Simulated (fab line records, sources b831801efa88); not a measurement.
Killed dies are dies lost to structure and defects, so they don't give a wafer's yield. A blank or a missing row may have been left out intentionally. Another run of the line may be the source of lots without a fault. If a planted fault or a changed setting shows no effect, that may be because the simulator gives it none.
fab line records | flow gf180mcu
record: lots: 14 wafers: 42 lastDay: 34
route steps=602 shown MVSD@136 DUAL_GATE@143 HV_LDD@184
lots untouched by any fault: they come from a run of this same line in which no faults occurred
startH: the number of hours between the record's first day and the start of the first shown wafer of the lot | waitH: hours from the lot's prior step to this one | " same as the row above | L1.1+2: a single row standing in for several wafers | - no value, or no start was given | * or withheld: withheld | < > ~ a bound
route shown NAME@n: NAME is a module with steps in the file, n the number in the route of the first one | usual: mean/standard deviation of fault-free wafers | same: alike in all rows | chamber/n: place in a boat | sites: readings site by site | _std_site: their standard deviation | _edge_site: outer sites' mean less inner sites' | radiusMm: how far each site lies from the wafer's centre | mask NAME#n: copy n | behind: tool/chamber where the wafer was last shaped | hold: reason for holding the lot/hours on hold/outcome of the hold | device: names the non-switching transistor (n, p or np) | end of line: the tests these same wafers got at the end of their route | a step given without rows: its recipe and nothing more | killed: the dies lost at the first sort to structure and to defects; this is not the yield of the wafer | map: shows each die of a wafer: x if killed, . if not, _ if none is there
set.NAME: the setting that was run; set.NAME@STEP: the one run at that earlier step | model.NAME: the simulator's own value behind a step, which no gauge read
the route's steps for a sample of lots (tables are steps, rows are wafers)
services: a tool's chamber out of use, with start hour (startH, from the record's first day; less than 0 if before it), hours out, and reason
== steps ==
step: GF_VT_IMPLANT_RS_MEAS_46
recipe: thkMeasGauge: four-point-probe
usual: MVSD_RS: 454.6/1
columns lot.wafer tool chamber startH waitH MVSD_RS[ohm/sq]
L689.2 filmMetro-04 - 156.70 0.1 454.7
L689.3 " - " " 454.9
L689.5 " - " " 455.2
L690.1 filmMetro-01 - 161.51 0.1 454.4
L690.2 " - " " 454.3
L690.5 " - " " 454.5
L691.2 filmMetro-01 - 174.87 0.1 455.0
L691.5 " - " " 455.3
L691.6 " - " " 455.1
L692.2 filmMetro-04 - 178.49 0.1 454.1
L692.3 " - " " 455.3
L692.5 " - " " 456.6
L694.1 filmMetro-01 - 191.07 0.1 456.0
L694.3 " - " " 455.5
L694.4 " - " " 454.9
L697.2 filmMetro-01 - 211.19 0.1 454.2
L697.5 " - " " 454.1
L697.6 " - " " 454.0
L702.3 filmMetro-02 - 248.51 0.1 453.4
L702.5 " - " " 454.6
L702.6 " - " " 453.8
L704.4 filmMetro-01 - 259.76 0.1 455.2
L704.5 " - " " 453.8
L704.6 " - " " 454.9
L706.3 filmMetro-01 - 274.34 0.1 453.6
L706.4 " - " " 455.4
L706.6 " - " " 454.0
L707.1 filmMetro-04 - 279.12 0.1 455.6
L707.2 " - " " 454.0
L707.6 " - " " 454.5
L708.1 filmMetro-01 - 286.50 0.1 454.1
L708.4 " - " " 454.3
L708.5 " - " " 454.5
L709.1 filmMetro-04 - 292.28 0.1 455.6
L709.3 " - " " 454.2
L709.4 " - " " 453.3
L710.3 filmMetro-04 - 297.11 0.1 452.6
L710.4 " - " " 453.5
L710.5 " - " " 453.1
L711.1 filmMetro-04 - 306.30 0.1 454.2
L711.2 " - " " 453.6
L711.4 " - " " 455.3
step: GF_DUAL_GATE_OXIDATION_02
recipe: tempC: 900 ambient: O2 stabiliseS: 600 purgeS: 300 targetThkA: 108.87 oxTimeS: 1602
usual: oxTempCMax: 903.7/0.72 zonePowerBottomPct: 28.6/1.4 zonePowerCentrePct: 19.3/1.5
columns lot.wafer tool chamber startH waitH oxTempCMax zonePowerBottomPct zonePowerCentrePct
L689.2 furnace-02 0 157.50 0.2 903.6 27.2 17.8
L689.3 " 0 " " 903.5 27.1 17.7
L689.5 " 0 " " 904.3 27.1 17.9
L690.1 furnace-02 0 162.17 0.0 903.9 27.2 17.8
L690.2 " 0 " " 904.0 27.4 18.0
L690.5 " 0 " " 905.3 27.3 17.9
L691.2 furnace-01 0 176.51 1.0 904.3 30.2 20.9
L691.5 " 0 " " 904.2 30.1 21.2
L691.6 " 0 " " 903.6 30.1 21.3
L692.2 furnace-02 0 179.14 0.0 903.2 27.0 18.0
L692.3 " 0 " " 903.7 27.5 18.2
L692.5 " 0 " " 903.6 27.3 18.0
L694.1 furnace-01 0 191.97 0.2 904.0 30.0 20.5
L694.3 " 0 " " 904.0 30.2 21.0
L694.4 " 0 " " 903.5 30.0 20.8
L694.1 furnace-01 0 194.54 1.1 904.8 30.0 20.9
L694.3 " 0 " " 903.7 29.7 20.7
L694.4 " 0 " " 903.0 30.6 20.5
L697.2 furnace-02 0 211.84 0.0 903.3 27.1 17.7
L697.5 " 0 " " 903.4 27.0 17.9
L697.6 " 0 " " 903.6 27.5 17.6
L702.3 furnace-01 0 249.14 0.0 903.8 29.7 21.3
L702.5 " 0 " " 904.4 30.2 20.8
L702.6 " 0 " " 903.5 30.0 20.9
L704.4 furnace-01 0 262.91 2.5 904.7 29.6 21.0
L704.5 " 0 " " 903.1 30.2 21.0
L704.6 " 0 " " 905.0 30.1 20.9
L704.4 furnace-01 0 265.60 1.2 903.8 30.0 21.0
L704.5 " 0 " " 902.7 30.0 21.0
L704.6 " 0 " " 904.1 29.6 21.1
L706.3 furnace-01 0 278.93 4.0 902.2 30.0 20.9
L706.4 " 0 " " 903.5 29.7 21.1
L706.6 " 0 " " 903.6 30.1 20.6
L707.1 furnace-02 0 283.93 4.1 904.0 27.4 18.0
L707.2 " 0 " " 904.4 26.8 18.3
L707.6 " 0 " " 903.6 27.2 18.0
L708.1 furnace-02 0 288.16 1.0 903.8 27.5 18.1
L708.4 " 0 " " 903.0 27.3 18.1
L708.5 " 0 " " 905.3 27.4 17.8
L709.1 furnace-01 0 293.04 0.1 903.2 30.6 21.3
L709.3 " 0 " " 904.6 30.8 21.0
L709.4 " 0 " " 903.6 30.1 20.7
L710.3 furnace-01 0 297.75 0.0 903.4 30.4 21.3
L710.4 " 0 " " 902.3 30.0 21.0
L710.5 " 0 " " 904.4 29.8 20.7
L711.1 furnace-01 0 306.97 0.0 902.9 29.6 20.9
L711.2 " 0 " " 904.8 30.6 20.5
L711.4 " 0 " " 904.4 30.4 20.9
step: GF_DUAL_GATE_THK_MEAS_03
recipe: reads: SiO2_of_DUAL_GATE_OXIDATION_02
usual: DUAL_GATE_OXIDATION_00_THK: 10.92/0.29
columns lot.wafer tool chamber startH waitH DUAL_GATE_OXIDATION_00_THK[nm]
L689.2 filmMetro-03 - 158.96 0.0 11.17
L689.3 " - " " 10.97
L689.5 " - " " 10.97
L690.1 filmMetro-04 - 163.62 0.0 10.92
L690.2 " - " " 10.82
L690.5 " - " " 10.77
L691.2 filmMetro-03 - 177.97 0.0 11.18
L691.5 " - " " 11.07
L691.6 " - " " 11.22
L692.2 filmMetro-04 - 180.59 0.0 11.15
L692.3 " - " " 11.10
L692.5 " - " " 11.07
L694.1 filmMetro-02 - 196.01 0.0 18.08
L694.3 " - " " 18.28
L694.4 " - " " 18.22
L697.2 filmMetro-02 - 213.30 0.0 11.15
L697.5 " - " " 11.23
L697.6 " - " " 11.18
L702.3 filmMetro-03 - 250.60 0.0 10.66
L702.5 " - " " 10.87
L702.6 " - " " 10.69
L704.4 filmMetro-03 - 267.08 0.0 16.70
L704.5 " - " " 16.81
L704.6 " - " " 16.93
L706.3 filmMetro-02 - 280.40 0.0 10.60
L706.4 " - " " 10.57
L706.6 " - " " 10.66
L707.1 filmMetro-04 - 285.37 0.0 10.51
L707.2 " - " " 10.54
L707.6 " - " " 10.53
L708.1 filmMetro-03 - 289.61 0.0 10.55
L708.4 " - " " 10.58
L708.5 " - " " 10.45
L709.1 filmMetro-04 - 294.49 0.0 10.96
L709.3 " - " " 11.14
L709.4 " - " " 11.07
L710.3 filmMetro-03 - 299.21 0.0 10.88
L710.4 " - " " 10.83
L710.5 " - " " 10.70
L711.1 filmMetro-02 - 308.41 0.0 10.38
L711.2 " - " " 10.48
L711.4 " - " " 10.57
step: GF_HV_LDD_OVL_MEAS_08
usual: HV_LDD_OVL: 1.0/1.3
columns lot.wafer tool chamber startH waitH HV_LDD_OVL[nm]
L689.2 overlay-01 - 215.83 0.1 -1.4
L689.3 " - " " -1.0
L689.5 " - " " 0.1
L690.1 overlay-02 - 219.80 0.1 -1.0
L690.2 " - " " 1.0
L690.5 " - " " -0.8
L691.2 overlay-02 - 233.93 0.1 1.0
L691.5 " - " " 2.6
L691.6 " - " " 0.8
L692.2 overlay-02 - 240.83 0.1 -1.2
L692.3 " - " " 0.4
L692.5 " - " " 0.0
L694.1 overlay-02 - 250.18 0.1 1.1
L694.3 " - " " -0.9
L694.4 " - " " 1.1
L697.2 overlay-01 - 273.83 0.1 0.6
L697.5 " - " " 0.4
L697.6 " - " " 0.9
L702.3 overlay-01 - 319.03 0.1 -0.2
L702.5 " - " " 0.1
L702.6 " - " " -0.1
L704.4 overlay-01 - 331.64 0.1 -1.5
L704.5 " - " " -1.3
L704.6 " - " " -1.2
L706.3 overlay-01 - 349.84 0.1 1.4
L706.4 " - " " 2.4
L706.6 " - " " 2.0
L707.1 overlay-02 - 353.55 0.1 0.4
L707.2 " - " " 3.5
L707.6 " - " " 1.6
L708.1 overlay-02 - 357.17 0.1 -0.3
L708.4 " - " " 0.2
L708.5 " - " " -0.2
L709.1 overlay-02 - 366.82 0.1 0.8
L709.3 " - " " 0.7
L709.4 " - " " 1.7
L710.3 overlay-02 - 370.21 0.1 2.3
L710.4 " - " " 1.7
L710.5 " - " " 2.6
L711.1 overlay-02 - 377.57 0.1 0.7
L711.2 " - " " 1.7
L711.4 " - " " 1.3
step: GF_HV_LDD_TW_MEAS_11
usual: HV_LDD_TW: 2413/25
columns lot.wafer tool chamber startH waitH HV_LDD_TW
L689.2 filmMetro-01 - 216.12 0.1 2429
L689.3 " - " " 2431
L689.5 " - " " 2435
L690.1 filmMetro-01 - 220.08 0.1 2440
L690.2 " - " " 2446
L690.5 " - " " 2435
L691.2 filmMetro-02 - 234.22 0.1 2390
L691.5 " - " " 2400
L691.6 " - " " 2393
L692.2 filmMetro-02 - 241.12 0.1 2405
L692.3 " - " " 2404
L692.5 " - " " 2409
L694.1 filmMetro-02 - 250.46 0.1 2422
L694.3 " - " " 2420
L694.4 " - " " 2409
L697.2 filmMetro-02 - 274.12 0.1 2397
L697.5 " - " " 2411
L697.6 " - " " 2406
L702.3 filmMetro-02 - 319.33 0.1 2414
L702.5 " - " " 2406
L702.6 " - " " 2417
L704.4 filmMetro-01 - 331.94 0.1 2443
L704.5 " - " " 2434
L704.6 " - " " 2437
L706.3 filmMetro-01 - 350.13 0.1 2417
L706.4 " - " " 2432
L706.6 " - " " 2426
L707.1 filmMetro-01 - 353.83 0.1 2446
L707.2 " - " " 2429
L707.6 " - " " 2433
L708.1 filmMetro-04 - 357.46 0.1 2390
L708.4 " - " " 2392
L708.5 " - " " 2403
L709.1 filmMetro-01 - 367.11 0.1 2438
L709.3 " - " " 2448
L709.4 " - " " 2437
L710.3 filmMetro-04 - 370.50 0.1 2401
L710.4 " - " " 2382
L710.5 " - " " 2382
L711.1 filmMetro-01 - 377.86 0.1 2440
L711.2 " - " " 2440
L711.4 " - " " 2446
== services ==
columns tool chamber startH hours kind
furnace-01 - 151.84 1.9 pm
furnace-02 - 168.24 3.8 pm
furnace-02 - 187.96 3.7 pm
furnace-02 - 256.04 13.7 repair
furnace-02 - 275.38 8.5 pm
== key ==
firstSign: step: GF_DUAL_GATE_OXIDATION_02 reading: visit direction: added
effect: step: GF_DUAL_GATE_THK_MEAS_03 reading: DUAL_GATE_OXIDATION_00_THK direction: up sigmas: 23 usual: 10.92 struck: 17.50
metAt GF_DUAL_GATE_OXIDATION_02
struckLots L694,L704
testerLeftOut L694,L704
notActingAt GF_VT_IMPLANT_RS_MEAS_46,GF_HV_LDD_OVL_MEAS_08,GF_HV_LDD_TW_MEAS_11
fault: kind: repeatedStepWhole tool: furnace-01,furnace-02 chamber: - onsetH: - steps: GF_DUAL_GATE_OXIDATION_02 times: 1 scope: struckLotsOnly
testerLeftOut: of these lots the tester's yield and bins aren't shown, on N5 and GAA mostly nor the transistor test; their killed dies are dies lost to structure and defects alone, not to doping, threshold or leakage, so they don't give the yield
